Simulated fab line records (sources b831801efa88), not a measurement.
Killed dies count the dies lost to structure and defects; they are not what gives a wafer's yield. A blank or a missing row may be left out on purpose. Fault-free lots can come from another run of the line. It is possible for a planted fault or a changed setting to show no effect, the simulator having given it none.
Chamber matching | flow gf180mcu | GF_V3_CVD_02 on pecvd-01: 3 sister chambers
The step deposits SiO2 from TEOS, target thk 850 nm, time 94.851 s. 16 wafers are shown with their chamber, then 8 later ones without.

WAFERS, EACH WITH ITS CHAMBER
wafer  | chamber | heater-power-w (W)
L075.2 | 1       | 705
L075.5 | 1       | 570
L075.6 | 0       | 608
L077.2 | 0       | 623
L077.3 | 2       | 736
L077.6 | 2       | 765
L079.3 | 1       | 614
L079.4 | 1       | 662
L079.5 | 0       | 686
L084.1 | 0       | 663
L084.2 | 2       | 743
L084.3 | 1       | 648
L085.4 | 0       | 666
L085.5 | 1       | 704
L085.6 | 2       | 718
L087.4 | 2       | 730

SIGNATURES, as means of the wafers listed above
reading        | chamber 0 | chamber 1 | chamber 2 | scatter within a chamber
heater-power-w | 649.20    | 650.50    | 738.40    | 38.4
Rule: distance of a wafer from a chamber = root of the sum over the readings of ((wafer's reading minus chamber's mean) / reading's scatter) squared. If the next closest chamber is less than 2 further off than the closest, the wafer can't be placed; otherwise it belongs to the closest. How the scatter is found: for the shown wafers, subtract from each reading the mean of its chamber, square and add these, divide the total by (wafers less chambers), then take the root.

WAFERS WITHOUT THEIR CHAMBER
wafer  | heater-power-w (W)
L087.5 | 551
L087.6 | 644
L091.2 | 582
L091.3 | 644
L091.6 | 677
L097.3 | 669
L097.5 | 560
L097.6 | 733

THE CHAMBER EACH PASSED THROUGH
wafer  | from the rows above          | in truth
L087.5 | can't be placed: 0 or 1      | 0
L087.6 | can't be placed: 0 or 1      | 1
L091.2 | can't be placed: 0 or 1      | 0
L091.3 | can't be placed: 0 or 1      | 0
L091.6 | can't be placed: 1 or 0 or 2 | 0
L097.3 | can't be placed: 1 or 0 or 2 | 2
L097.5 | can't be placed: 0 or 1      | 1
L097.6 | 2                            | 2
1 of 8 placed correctly. Can't be placed from these rows: 7 (the true chamber is among the candidates in 7). 0 placed wrongly.
